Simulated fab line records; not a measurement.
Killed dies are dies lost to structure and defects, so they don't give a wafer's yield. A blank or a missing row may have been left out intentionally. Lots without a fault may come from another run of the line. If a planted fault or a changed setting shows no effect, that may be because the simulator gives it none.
Split-lot trial + flow sfq line + on a route of 325 steps: 5 lots, 23 wafers read

ON THE SPLIT
At SFQ_TRILAYER_I7_VIA_LITHO_COAT_187 (resist thk 650 nm), the setting spin rpm was moved away from the recipe's 3000 rpm on 12 of the 23 wafers read, by -7.4% to +7.0%. All remaining wafers had this setting at the recipe value.

The reading comes from the split's own step.

THE READING
KrF_of_TRILAYER_I7_VIA_LITHO_COAT_187.thk nm (the simulator's own value, which no gauge read), in nm, at SFQ_TRILAYER_I7_VIA_LITHO_COAT_187 (resist thk 650 nm). No usual value for it is given in the file. Here, 11 wafers ran the recipe; their average is 651.8 nm with a standard deviation of 1.3 nm.

| wafer  | tool, chamber at the split | spin rpm as run, rpm | against the recipe | KrF_of_TRILAYER_I7_VIA_LITHO_COAT_187.thk nm, nm | against lot-mates on the recipe |
|--------|----------------------------|----------------------|--------------------|--------------------------------------------------|---------------------------------|
| L076.1 | litho track-02, 0          | 3000                 | recipe             | 652.1                                            | -                               |
| L076.2 | litho track-02, 0          | 3209                 | +7.0%              | 632.8                                            | -18.4                           |
| L076.3 | litho track-02, 0          | 3209                 | +7.0%              | 630.8                                            | -20.4                           |
| L076.4 | litho track-02, 0          | 3000                 | recipe             | 650.3                                            | -                               |
| L076.6 | litho track-02, 0          | 3209                 | +7.0%              | 631                                              | -20.2                           |
| L078.1 | litho track-02, 0          | 3177                 | +5.9%              | 632                                              | -20.5                           |
| L078.2 | litho track-02, 0          | 3177                 | +5.9%              | 634.7                                            | -17.8                           |
| L078.4 | litho track-02, 0          | 3177                 | +5.9%              | 632.2                                            | -20.2                           |
| L078.5 | litho track-02, 0          | 3000                 | recipe             | 651.9                                            | -                               |
| L078.6 | litho track-02, 0          | 3000                 | recipe             | 653                                              | -                               |
| L079.2 | litho track-02, 0          | 3000                 | recipe             | 653.2                                            | -                               |
| L079.3 | litho track-02, 0          | 3000                 | recipe             | 653.6                                            | -                               |
| L079.5 | litho track-02, 0          | 3000                 | recipe             | 650.3                                            | -                               |
| L080.1 | litho track-03, 0          | 3000                 | recipe             | 649.4                                            | -                               |
| L080.3 | litho track-03, 0          | 2777                 | -7.4%              | 675.1                                            | +24.6                           |
| L080.4 | litho track-03, 0          | 3000                 | recipe             | 651.5                                            | -                               |
| L080.5 | litho track-03, 0          | 2777                 | -7.4%              | 675.4                                            | +24.9                           |
| L080.6 | litho track-03, 0          | 2777                 | -7.4%              | 674.6                                            | +24.1                           |
| L081.1 | litho track-04, 0          | 3000                 | recipe             | 652.5                                            | -                               |
| L081.2 | litho track-04, 0          | 3103                 | +3.4%              | 639.9                                            | -12.3                           |
| L081.4 | litho track-04, 0          | 3103                 | +3.4%              | 641.1                                            | -11.1                           |
| L081.5 | litho track-04, 0          | 3000                 | recipe             | 651.9                                            | -                               |
| L081.6 | litho track-04, 0          | 3103                 | +3.4%              | 639.4                                            | -12.8                           |

THE FIT
A straight line over all 23 wafers: KrF_of_TRILAYER_I7_VIA_LITHO_COAT_187.thk nm changes by -3.09 nm for each +1% of spin rpm; r = -1.00; the points scatter about the line by 1.3 nm.
The same after taking each lot's own level away (the mean of its wafers on the recipe; 23 wafers): -3.18 nm for each +1%; r = -0.99; scatter 1.5 nm.
Per that fit: largest spin rpm move, reading shift of 24 nm.
Across the lots, their own levels run from 650.45 to 652.45 nm, a range of 1.6 times the standard deviation given above.
So the lot-to-lot level changes the slope little: the two slopes agree.
Check: with one of the wafers moved furthest among these (-7.4%) left out of the fit, the line predicts +23.6 nm for it against its lot-mates. It came out at +24.6 nm against them.

THE OTHER SPLITS THESE WAFERS WENT THROUGH
Before the reading, these wafers also passed through other splits. Each is held against what the fit with the lots' levels taken away leaves over:
| other split on the same wafers              | wafers away from the commonest value | r with KrF_of_TRILAYER_I7_VIA_LITHO_COAT_187.thk nm (lot level and that fit taken away) |
|---------------------------------------------|--------------------------------------|-----------------------------------------------------------------------------------------|
| SFQ_TRILAYER_R5_LITHO_PEB_139 peb time s    | 8                                    | +0.43                                                                                   |
| SFQ_TRILAYER_C5_LITHO_COAT_156 spin rpm     | 4                                    | -0.06                                                                                   |
| SFQ_TRILAYER_M6_LITHO_COAT_159 spin rpm     | 4                                    | +0.04                                                                                   |
| SFQ_TRILAYER_M6_LITHO_PEB_162 peb temp c    | 8                                    | +0.52                                                                                   |
| SFQ_TRILAYER_I6_VIA_LITHO_COAT_174 spin rpm | 7                                    | +0.02                                                                                   |
| SFQ_TRILAYER_M7_LITHO_COAT_177 spin rpm     | 5                                    | -0.04                                                                                   |
| SFQ_TRILAYER_M7_LITHO_PEB_180 peb time s    | 2                                    | -0.01                                                                                   |

THE FILE'S OWN FIT
KrF_of_TRILAYER_I7_VIA_LITHO_COAT_187.thk nm changes by -3.17 nm for each +1% of spin rpm, r = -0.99.
